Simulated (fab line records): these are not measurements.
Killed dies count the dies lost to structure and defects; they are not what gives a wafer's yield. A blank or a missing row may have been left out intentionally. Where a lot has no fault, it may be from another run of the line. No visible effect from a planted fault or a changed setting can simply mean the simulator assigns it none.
What tool caused it? ; flow sky130 ; 39 wafers from 13 lots sampled at 5 of the route's 708 steps

== WHAT THE GAUGES READ, wafer by wafer ==
SKY_FIELD_ISO_THK_MEAS_25. Usual: FIELD_ISO_CVD_24_THK gives 592 nm (standard deviation 5.5).
lot;measured;on;FIELD_ISO_CVD_24_THK (nm);flag
L392;day 2 12:07;film metro-01;587 600 601;
L394;day 3 00:37;film metro-02;590 592 586;
L395;day 3 06:04;film metro-01;589 588 589;
L396;day 3 10:51;film metro-02;593 598 597;
L397;day 3 14:58;film metro-04;597 600 595;
L398;day 3 20:44;film metro-02;590 595 599;
L400;day 4 06:47;film metro-01;591 594 581;
L406;day 5 14:19;film metro-01;580 590 594;
L407;day 5 18:43;film metro-04;588 589 592;
L410;day 6 11:49;film metro-04;589 593 594;
L411;day 6 15:37;film metro-01;593 593 589;
L412;day 6 19:27;film metro-02;590 588 591;
L414;day 7 08:22;film metro-02;592 596 595;

SKY_NWELL_OVL_MEAS_23. Usual: NWELL_01_OVL gives -0.8 nm (standard deviation 1.3).
lot;measured;on;NWELL_01_OVL (nm);flag
L392;day 5 11:23;overlay-02;0.8 -1.1 -1.4;
L394;day 6 03:17;overlay-02;-1.8 -1.2 0.2;
L395;day 6 09:38;overlay-02;0.7 0.4 -0.4;
L396;day 6 14:20;overlay-02;- - -;OFF
L397;day 6 21:14;overlay-02;- - -;OFF
L398;day 7 02:37;overlay-01;-0.4 0.0 -0.4;
L400;day 7 12:41;overlay-02;-3.2 -1.5 -4.2;
L406;day 9 01:47;overlay-01;-0.4 -0.6 -0.7;
L407;day 9 06:14;overlay-01;-2.1 -1.3 -2.2;
L410;day 10 05:32;overlay-01;-2.1 0.8 -1.8;
L411;day 10 09:17;overlay-02;-0.7 -1.0 -0.1;
L412;day 10 14:51;overlay-02;-2.9 -1.3 -1.5;
L414;day 11 04:01;overlay-01;-1.8 -0.9 -1.2;

SKY_LDD_HVN_TW_MEAS_10. Usual: LDD_HVN_TW gives 1441 (standard deviation 9.9).
lot;measured;on;LDD_HVN_TW;flag
L392;day 20 08:46;film metro-04;1426 1432 1429;
L394;day 21 17:07;film metro-04;1426 1434 1427;
L395;day 22 03:01;film metro-04;1424 1432 1432;
L396;day 22 06:43;film metro-04;1434 1424 1433;
L397;day 22 22:38;film metro-04;1434 1426 1437;
L398;day 23 04:00;film metro-03;1449 1447 1446;
L400;day 23 17:41;film metro-03;1441 1447 1439;
L406;day 25 21:13;film metro-01;1453 1454 1453;
L407;day 25 23:37;film metro-01;1454 1456 1447;
L410;day 27 07:37;film metro-03;1448 1450 1447;
L411;day 27 13:00;film metro-03;1455 1456 1451;
L412;day 27 20:05;film metro-01;1447 1438 1443;
L414;day 28 10:39;film metro-03;1446 1456 1447;

== WHICH TOOL RAN EACH LOT (tool, then ch and the chambers of the sampled wafers, then the start) ==
lot;SKY_NWELL_COAT_18;SKY_NWELL_STRIP_25
L392;litho track-02 ch 0, day 5 01:58;plasma asher-02 ch 0,1, day 5 11:34
L394;litho track-02 ch 0, day 5 18:13;plasma asher-03 ch 0,1, day 6 03:28
L395;litho track-02 ch 0, day 5 23:56;plasma asher-02 ch 0,1, day 6 09:49
L396;litho track-04, day 6 04:51;plasma asher-03 ch 0, day 6 14:31
L397;litho track-04, day 6 11:26;plasma asher-03 ch 0,1, day 6 21:26
L398;litho track-04 ch 0, day 6 16:32;plasma asher-03 ch 0,1, day 7 02:49
L400;litho track-03 ch 0, day 7 03:00;plasma asher-02 ch 0,1, day 7 12:53
L406;litho track-03 ch 0, day 8 14:58;plasma asher-02 ch 0,1, day 9 01:58
L407;litho track-04 ch 0, day 8 19:15;plasma asher-03 ch 0,1, day 9 06:25
L410;litho track-04 ch 0, day 9 16:54;plasma asher-03 ch 0,1, day 10 05:43
L411;litho track-02 ch 0, day 9 22:02;plasma asher-03 ch 0, day 10 09:28
L412;litho track-03 ch 0, day 10 03:49;plasma asher-04 ch 0,1, day 10 15:03
L414;litho track-03 ch 0, day 10 15:37;plasma asher-03 ch 0,1, day 11 04:13
- SKY_NWELL_COAT_18: resist thk 3000 nm.
- SKY_NWELL_STRIP_25: strips in O2/N2.

== WHAT THE TOOLS THEMSELVES READ (means of the sampled wafers that have a number; where no wafer has one, the mark that the record gives instead) ==
SKY_NWELL_COAT_18. Usual: chill plate temp C 22.99 C, standard deviation 0.085; dispense pressure kPa 53 kPa, standard deviation 4.2.
lot;tool;chill plate temp C (C);dispense pressure kPa (kPa);flag
L392;litho track-02;23.02;54;
L394;litho track-02;23.02;54;
L395;litho track-02;23.04;54;
L396;litho track-04;-;-;OFF
L397;litho track-04;-;-;OFF
L398;litho track-04;23.07;48;
L400;litho track-03;22.86;58;
L406;litho track-03;22.98;58;
L407;litho track-04;23.07;48;
L410;litho track-04;23.00;48;
L411;litho track-02;23.04;54;
L412;litho track-03;23.01;58;
L414;litho track-03;23.03;58;

SKY_NWELL_STRIP_25. Usual: drypump motor current A 5.9 A, standard deviation 0.4; oes product au 0.723 a.u., standard deviation 0.0048; strip time to endpoint s 36.93 s, standard deviation 0.094.
lot;tool;drypump motor current A (A);oes product au (a.u.);strip time to endpoint s (s);flag
L392;plasma asher-02;6.2;0.719;36.93;
L394;plasma asher-03;6.0;0.725;36.95;
L395;plasma asher-02;6.0;0.724;36.94;
L396;plasma asher-03;6.3;-;-;OFF
L397;plasma asher-03;6.0;-;-;OFF
L398;plasma asher-03;5.7;0.720;36.99;
L400;plasma asher-02;6.2;0.727;36.97;
L406;plasma asher-02;6.0;0.718;36.89;
L407;plasma asher-03;6.0;0.726;36.94;
L410;plasma asher-03;6.0;0.722;36.80;
L411;plasma asher-03;6.3;0.723;36.94;
L412;plasma asher-04;5.6;0.720;36.85;
L414;plasma asher-03;5.7;0.725;36.79;

== THE ANSWER, worked out from the rows above alone ==
Rule: lot off if the mean of its wafers having a number is beyond 3 standard deviations from the usual mean. A lot without any number at a reading at which 4 lots or more have one is off too. All remaining lots with rows at the step are treated as sound. After the gauges, taken in route order, come the tools' own readings; for these a lot's mean is taken, as printed above. At the first step where some lot is off, the reading lying furthest off is the one used; lots without a number count as furthest.
Off: L396, L397, seen at SKY_NWELL_OVL_MEAS_23 (NWELL_01_OVL). Without a number there: L396, L397.
A tool fits if, at a process step before that reading, it ran every lot that is off, and no sound lot after the first of them. The gauges at SKY_NWELL_OVL_MEAS_23 aren't tried: what is off there is off at SKY_NWELL_COAT_18 too, on other tools, and a gauge's error can't cause that. Not one of the candidates tried fits.

== WHAT HAD BEEN PUT IN BY THE SIMULATOR ==
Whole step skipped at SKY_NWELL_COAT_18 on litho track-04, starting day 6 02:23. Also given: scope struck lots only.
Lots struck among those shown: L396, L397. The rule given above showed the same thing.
